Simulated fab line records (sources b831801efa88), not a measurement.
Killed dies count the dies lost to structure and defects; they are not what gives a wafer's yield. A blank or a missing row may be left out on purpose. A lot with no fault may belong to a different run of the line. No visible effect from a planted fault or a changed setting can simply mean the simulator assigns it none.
Problem report in the 8D (eight disciplines) form, filled by code    flow sky130    the parts of the form that need people (team, actions taken, sign-off) are left out

## 1. WHAT WENT WRONG
SONOS_ONO_OXIDATION_THK at SKY_SONOS_ONO_THK_MEAS_01 reads a mean of 2.04 nm on 6 wafers of 2 lots; wafers without a fault read 2.59 nm with a standard deviation of 0.056. Relative to the usual mean, that is a shift of -9.8 standard deviations.
First observed at day 17 00:58: wafer L151.1, on filmMetro-03. The record holds 33 wafers of 11 lots with a number at this step. By rule, "out" or "out of limits" means more than 4 standard deviations away from the usual mean. The other wafers with a number count as sound.

## 2. WHAT IT IS AND WHAT IT IS NOT
question                     is                          is not
which readings at this step  SONOS_ONO_OXIDATION_THK     -
which lots                   L151, L154                  L134, L136, L137, L139, L140, L141, L142, L144, L155
which wafers of those lots   all that have a number      -
read on which gauges         filmMetro-02, filmMetro-03  filmMetro-04
when                         from day 17 00:58           up to then (24 sound wafers); but 3 sound wafers of L155 came after

## 3. WHAT RULES OUT EACH SUSPECT
Counting: a tool at a process step up to the reading stays a suspect if it ran every lot that is out and no sound lot after the first of them.
- the gauge at SKY_SONOS_ONO_THK_MEAS_01 has been ruled out. The wafers that are out were read on 2 gauges (filmMetro-02, filmMetro-03).
- furnace-01 at SKY_SONOS_ONO_OXIDATION_00 (stabilise 600 s, purge 300 s, target thk 2.6 nm): kept. It ran every lot that is out, first L151 (day 16 23:37), and no sound lot after that; its last sound lot up to then is L142 (day 13 17:08). On those wafers its own readings are out: spikeTcBottomC, spikeTcCentreC, spikeTcLowerC, spikeTcTopC, spikeTcUpperC, tubeCenterTempC, tube_center_temp_C_max.
Remaining after the count: furnace-01 at SKY_SONOS_ONO_OXIDATION_00.

## 4. THE CAUSE (what the simulator had put in)
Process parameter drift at SKY_SONOS_ONO_OXIDATION_00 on furnace-01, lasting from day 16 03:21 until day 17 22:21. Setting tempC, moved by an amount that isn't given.
Only this tool survived the counting.

## 5. SEQUENCE OF EFFECTS, ordered by route
Each row: a reading where the mean over the struck wafers with a number is more than 3 standard deviations away from the usual. Scope: only readings with a usual standard deviation given in the record; hours: median across lots of the time from each lot's start at the first step in this table that gives one to its start at this step; sigmas: change in usual standard deviations.
hours  step                        reading                  usual    on struck wafers  change  sigmas
0      SKY_SONOS_ONO_OXIDATION_00  spikeTcBottomC           817.7 C  799.0             -18.7   -6.9
0      SKY_SONOS_ONO_OXIDATION_00  spikeTcCentreC           800.3 C  783.2             -17.1   -20
0      SKY_SONOS_ONO_OXIDATION_00  spikeTcLowerC            800.7 C  783.9             -16.8   -15
0      SKY_SONOS_ONO_OXIDATION_00  spikeTcTopC              810.7 C  797.1             -13.6   -5.2
0      SKY_SONOS_ONO_OXIDATION_00  spikeTcUpperC            798.6 C  782.4             -16.2   -14
0      SKY_SONOS_ONO_OXIDATION_00  tubeCenterTempC          800 C    783               -17     -99 or more
0      SKY_SONOS_ONO_OXIDATION_00  tube_center_temp_C_max   802.1    785.2             -16.9   -51
1      SKY_SONOS_ONO_THK_MEAS_01   SONOS_ONO_OXIDATION_THK  2.59 nm  2.04              -0.55   -9.8
It contains these process steps:
- SKY_SONOS_ONO_OXIDATION_00: stabilise 600 s, purge 300 s, target thk 2.6 nm.

## 6. HOW IT WOULD HAVE BEEN CAUGHT EARLIER
The first out-of-limits reading at a measuring or inspecting step in this record came at day 17 00:58, 22 hours after the fault's start at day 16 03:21.
Tool's own readings at SKY_SONOS_ONO_OXIDATION_00, spikeTcBottomC, spikeTcCentreC, spikeTcLowerC, spikeTcTopC, spikeTcUpperC, tubeCenterTempC, tube_center_temp_C_max: out on all struck wafers the step has rows for; an alarm limit on them would have tripped on the first.
Among the 2 lots that are out, L154 began SKY_SONOS_ONO_OXIDATION_00 on furnace-01 after day 17 00:58. A hold on the tool at that time would have spared it.
